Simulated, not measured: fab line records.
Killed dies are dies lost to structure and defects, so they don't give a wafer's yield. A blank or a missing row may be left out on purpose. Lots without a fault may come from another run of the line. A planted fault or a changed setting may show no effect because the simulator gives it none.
Comparing a struck lot with a sound one | flow sfqLine | 24 steps out of a route of 325
Sound: wafers L918.1, L918.5, L918.6. The struck wafers were L924.2, L924.3, L924.4. Last of all comes the cause.
For every step that has rows: the tool of each side, followed by ch and its chambers, followed by its first start. Under that, the readings that differ: sound wafers | struck wafers | difference of the means | sigmas: that difference in standard deviations of wafers without a fault.
alike: readings whose means differ by less than 2 such deviations, and words and numbers that are the same on both sides. not compared: withheld readings, readings that some wafer has no value for, bounds like >300 that may hide the same value, and numbers for which the record gives no deviation and whose values overlap.
Wherever a step has rows on one side only, a row that says differs or no value, or a row with sigmas, the two part there. When numbers do not overlap yet have no deviation, they are printed without sigmas and do not part them. A reading that every wafer of one side lacks parts them only if that side has two wafers or more.

first, 1 step without rows for these wafers: SFQ_TRILAYER_M1_STRIP_SOLV_CLEAN_044 (cleans in NMP, time 600 s).
SFQ_TRILAYER_I1_DEP_PECVD_045: deposits SiO2 from SiH4/N2O, time 111.11 s, target thk 500 nm.
  sound on pecvd-01 ch 1,2, day 18 04:53; struck on pecvd-04 ch 0,1,2, day 20 01:17
reading              | sound          | struck         | difference | sigmas
throttleValvePct (%) | 22.6 23.2 22.5 | 25.3 27.2 26.3 | +3.5       | +2
  alike: heaterPowerW, susceptorTempC
SFQ_TRILAYER_I1_CMP_CMP_046: polishes SiO2.
  sound on cmp-01 ch 1,2, day 18 08:40; struck on cmp-01 ch 1,2,3, day 20 03:29
  alike: motorCurrentA, timeToEndpointS
SFQ_I1_BOW_MEAS_912:
  sound on filmMetro-02 at day 18 11:40; struck on filmMetro-02 at day 20 06:00
  alike: I1_BOW
SFQ_TRILAYER_I1_METRO_MEASURE_047:
  sound on filmMetro-02 at day 18 11:47; struck on filmMetro-02 at day 20 06:18
  alike: thkNm
then, 6 steps without rows for these wafers: SFQ_TRILAYER_I1_VIA_LITHO_COAT_054 (resist thk 62 nm); SFQ_TRILAYER_I1_VIA_LITHO_COAT_049 (resist thk 650 nm); SFQ_TRILAYER_I1_VIA_LITHO_SOFTBAKE_053; SFQ_TRILAYER_I1_VIA_LITHO_EXPOSE_050 (exposes mask I1, target cd 500 nm); SFQ_TRILAYER_I1_VIA_LITHO_PEB_052 (peb time 60 s); SFQ_TRILAYER_I1_VIA_LITHO_DEVELOP_051 (time 60 s).
SFQ_I1_OVL_MEAS_913:
  sound on overlay-01 at day 19 02:12; struck on overlay-01 at day 21 17:29
  alike: I1_OVL
SFQ_TRILAYER_I1_VIA_BARC_OPEN_VIA_ETCH_071: etches BARC in O2, target depth 125 nm, time 41.7 s.
  sound on rieDiel-01 ch 2,3, day 19 02:14; struck on rieDiel-01 ch 1,2,3, day 21 17:31
  no value came back on the struck wafers for biasW (W), chamberPressureMTorr (mTorr), drypumpMotorCurrentA (A), oesProductAu (a.u.); on the sound wafers biasW (W) reads 79.96 79.67 80.28
reading                                                | sound             | struck            | difference | sigmas
model.KrF_of_TRILAYER_I1_VIA_LITHO_COAT_049.thkNm (nm) | 572.8 571.5 570.4 | 626.8 624.6 623.5 | +53.4      | 
  not compared: rfHoursCounterH
SFQ_TRILAYER_I1_VIA_ETCH_VIA_ETCH_052: etches SiO2 in CHF3, stops on Nb, target depth 260 nm.
  sound on rieDiel-01 ch 2,3, day 19 02:16; struck on rieDiel-01 ch 1,2,3, day 21 17:34
reading                                                | sound             | struck            | difference | sigmas
oesProductAu (a.u.)                                    | 0.857 0.854 0.860 | 0.377 0.365 0.375 | -0.485     | -91
model.KrF_of_TRILAYER_I1_VIA_LITHO_COAT_049.thkNm (nm) | 527.4 526.1 525.3 | 582 579.4 577.3   | +53        | 
  alike: biasW, chamberPressureMTorr, drypumpMotorCurrentA
SFQ_TRILAYER_I1_VIA_STRIP_STRIP_053: strips in O2.
  sound on rieMetal-03 ch 0,1, day 19 02:23; struck on rieMetal-02 ch 0,1, day 21 17:40
  alike: chamberPressureMTorr, drypumpMotorCurrentA, oesProductAu
  not compared: rfHoursCounterH
then, 2 steps without rows for these wafers: SFQ_TRILAYER_I1_VIA_STRIP_SOLV_CLEAN_054 (cleans in NMP, time 600 s); SFQ_TRILAYER_M2_DEP_PRE_CLEAN_056 (time 22.5 s).
SFQ_TRILAYER_M2_DEP_SPUTTER_055: material Nb, target thk 200 nm, time 133.3 s.
  sound on pvdSputter-05 at day 19 03:11; struck on pvdSputter-05 at day 21 18:28
  alike: substrateTempC, throttleValvePct
SFQ_M2_RS_MEAS_914: uses a four-point probe to measure.
  sound on filmMetro-04 at day 19 03:17; struck on filmMetro-03 at day 21 18:35
  alike: M2_NB_RS
then, 3 steps without rows for these wafers: SFQ_TRILAYER_M2_LITHO_COAT_062 (resist thk 62 nm); SFQ_TRILAYER_M2_LITHO_COAT_057 (resist thk 600 nm); SFQ_TRILAYER_M2_LITHO_SOFTBAKE_061.
SFQ_TRILAYER_M2_LITHO_EXPOSE_058: exposes mask M2, target cd 500 nm.
  sound on krfScanner-01 ch 0, day 19 17:30; struck on krfScanner-01, day 23 02:59
  no value came back on the struck wafers for exposureDoseMJCm2, focusOffsetNm (nm); on the sound wafers exposureDoseMJCm2 reads 14.407 14.397 14.403
  alike: mask
then, 1 step without rows for these wafers: SFQ_TRILAYER_M2_LITHO_PEB_060 (peb time 60 s).

WHERE THEY PART
At SFQ_TRILAYER_I1_DEP_PECVD_045 first; at SFQ_TRILAYER_M2_LITHO_EXPOSE_058 last (within this record only).

WHY: whatever the simulator had introduced
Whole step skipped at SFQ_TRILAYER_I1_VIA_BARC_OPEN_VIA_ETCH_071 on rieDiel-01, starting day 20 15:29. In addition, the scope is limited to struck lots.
